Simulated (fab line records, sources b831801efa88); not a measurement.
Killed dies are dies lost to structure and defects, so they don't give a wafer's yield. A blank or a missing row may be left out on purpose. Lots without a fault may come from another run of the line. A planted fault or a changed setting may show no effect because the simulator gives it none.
Which tool did it? | flow gf180mcu | 14 lots, 42 wafers sampled, at 4 steps of a route of 602

WHAT THE GAUGES READ, wafer by wafer
GF_M1_OVL_MEAS_15.
lot  | measured     | on         | M1_OVL (nm)
L913 | day 16 23:23 | overlay-02 | 1 -1 2
L915 | day 18 00:11 | overlay-01 | 3 -1 3
L916 | day 18 04:11 | overlay-01 | -6 -6 -9
L917 | day 18 16:41 | overlay-02 | -8 -8 -5
L920 | day 20 09:32 | overlay-01 | -2 3 -8
L921 | day 20 11:44 | overlay-01 | 5 -8 -5
L922 | day 20 18:08 | overlay-02 | -2 7 -2
L925 | day 21 19:35 | overlay-01 | -11 -11 -15
L924 | day 21 20:23 | overlay-01 | -4 -7 -3
L926 | day 22 06:26 | overlay-01 | -12 -6 1
L927 | day 22 14:29 | overlay-01 | -14 -4 -14
L934 | day 24 15:44 | overlay-01 | -1 -4 -11
L935 | day 24 21:38 | overlay-01 | -8 -5 -6
L936 | day 25 06:50 | overlay-01 | 3 -6 -6

GF_V1_OVL_MEAS_15.
lot  | measured     | on         | V1_OVL (nm)
L913 | day 18 00:47 | overlay-02 | -7 -7 -5
L915 | day 19 01:41 | overlay-02 | -7 -3 4
L916 | day 19 05:32 | overlay-01 | 6 12 7
L917 | day 19 18:59 | overlay-02 | 0 8 -3
L920 | day 21 11:11 | overlay-01 | -11 -6 -5
L921 | day 21 13:11 | overlay-01 | 5 7 12
L922 | day 21 19:20 | overlay-02 | 6 0 0
L925 | day 22 20:26 | overlay-01 | 0 -3 -1
L924 | day 22 20:50 | overlay-01 | 0 -1 3
L926 | day 23 06:38 | overlay-02 | 5 -14 -4
L927 | day 23 14:20 | overlay-02 | 13 3 13
L934 | day 25 14:14 | overlay-01 | 2 6 17
L935 | day 25 20:56 | overlay-01 | 1 -1 -2
L936 | day 26 05:59 | overlay-01 | -4 -5 -15

GF_M2_RS_MEAS_05: measures by four-point-probe.
lot  | measured     | on            | M2_ALCU_RS (ohm/sq)
L913 | day 18 02:25 | film_metro-03 | 0.0700 0.0694 0.0702
L915 | day 19 03:17 | film_metro-04 | 0.0689 0.0692 0.0687
L916 | day 19 07:10 | film_metro-04 | 0.0697 0.0685 0.0693
L917 | day 19 20:38 | film_metro-03 | 0.0694 0.0700 0.0702
L920 | day 21 12:50 | film_metro-04 | 0.0704 0.0690 0.0699
L921 | day 21 14:50 | film_metro-04 | 0.0694 0.0710 0.0702
L922 | day 21 20:58 | film_metro-04 | 0.0678 0.0681 0.0682
L925 | day 22 22:02 | film_metro-02 | 0.0694 0.0706 0.0698
L924 | day 22 22:31 | film_metro-04 | 0.0699 0.0698 0.0698
L926 | day 23 08:19 | film_metro-04 | 0.0706 0.0693 0.0703
L927 | day 23 15:58 | film_metro-02 | 0.0697 0.0699 0.0700
L934 | day 25 15:52 | film_metro-03 | 0.0689 0.0695 0.0684
L935 | day 25 22:37 | film_metro-04 | 0.0699 0.0689 0.0697
L936 | day 26 07:40 | film_metro-04 | 0.0700 0.0697 0.0698

WHICH TOOL RAN EACH LOT (tool, then ch and the chambers of the sampled wafers, then the start)
lot  | GF_M2_SPUTTER_01
L913 | pvd_sputter-04, day 18 02:17
L915 | pvd_sputter-03, day 19 03:10
L916 | pvd_sputter-04, day 19 07:02
L917 | pvd_sputter-03, day 19 20:31
L920 | pvd_sputter-04, day 21 12:43
L921 | pvd_sputter-04, day 21 14:43
L922 | pvd_sputter-03, day 21 20:50
L925 | pvd_sputter-04, day 22 21:55
L924 | pvd_sputter-01, day 22 22:22
L926 | pvd_sputter-04, day 23 08:10
L927 | pvd_sputter-03, day 23 15:51
L934 | pvd_sputter-03, day 25 15:45
L935 | pvd_sputter-01, day 25 22:29
L936 | pvd_sputter-03, day 26 07:33
- GF_M2_SPUTTER_01: material TiN, target thk 30 nm, time 25 s.

WHAT THE TOOLS THEMSELVES READ (means of the sampled wafers that have a number; where no wafer has one, the mark that the record gives instead)
GF_M2_SPUTTER_01.
lot  | tool           | cathode_dc_power_W (W) | chamber_pressure_pa (Pa) | throttle_valve_pct (%)
L913 | pvd_sputter-04 | 6499.1                 | 0.4000                   | 29.6
L915 | pvd_sputter-03 | 6500.4                 | 0.3998                   | 29.2
L916 | pvd_sputter-04 | 6500.6                 | 0.3999                   | 29.8
L917 | pvd_sputter-03 | 6500.7                 | 0.3995                   | 29.6
L920 | pvd_sputter-04 | 6500.1                 | 0.4001                   | 29.8
L921 | pvd_sputter-04 | 6499.9                 | 0.3994                   | 29.5
L922 | pvd_sputter-03 | 6501.1                 | 0.3997                   | 30.5
L925 | pvd_sputter-04 | -                      | -                        | -
L924 | pvd_sputter-01 | -                      | -                        | -
L926 | pvd_sputter-04 | 6499.9                 | 0.4005                   | 29.6
L927 | pvd_sputter-03 | 6499.2                 | 0.4002                   | 29.5
L934 | pvd_sputter-03 | 6499.9                 | 0.3997                   | 30.0
L935 | pvd_sputter-01 | 6500.1                 | 0.3997                   | 29.4
L936 | pvd_sputter-03 | 6501.1                 | 0.4003                   | 29.2

THE ANSWER, worked out from the rows above alone
Rule: what is usual is taken from the lots themselves. Put in order of their means at a reading, lots are off if they are a third of the lots or fewer, leave a main group of 4 or more, and stand apart from it by a gap of 3 or more times the standard deviation of the main group's means; of several such gaps the widest counts. A main group whose means are all the same, to the digits that the tables above print for the reading, isn't used. A lot without any number at a reading at which 4 lots or more have one is off too. The other lots that the step has rows for count as sound. The gauges are gone through in route order, then the tools' own readings, and for those a lot's mean is taken as printed above. The first step at which some lot is off is used, and at that step the reading that is off furthest; a lot without a number counts as furthest.
Off: L925, L924, at GF_M2_SPUTTER_01 (cathode_dc_power_W). Without a number there: L925, L924. The main group: mean 6500.2 W, standard deviation 0.62.
A tool fits if, at that step or a process step before it, it ran every lot that is off, and no sound lot after the first of them. None of those tried fits.

WHAT THE SIMULATOR HAD PUT IN
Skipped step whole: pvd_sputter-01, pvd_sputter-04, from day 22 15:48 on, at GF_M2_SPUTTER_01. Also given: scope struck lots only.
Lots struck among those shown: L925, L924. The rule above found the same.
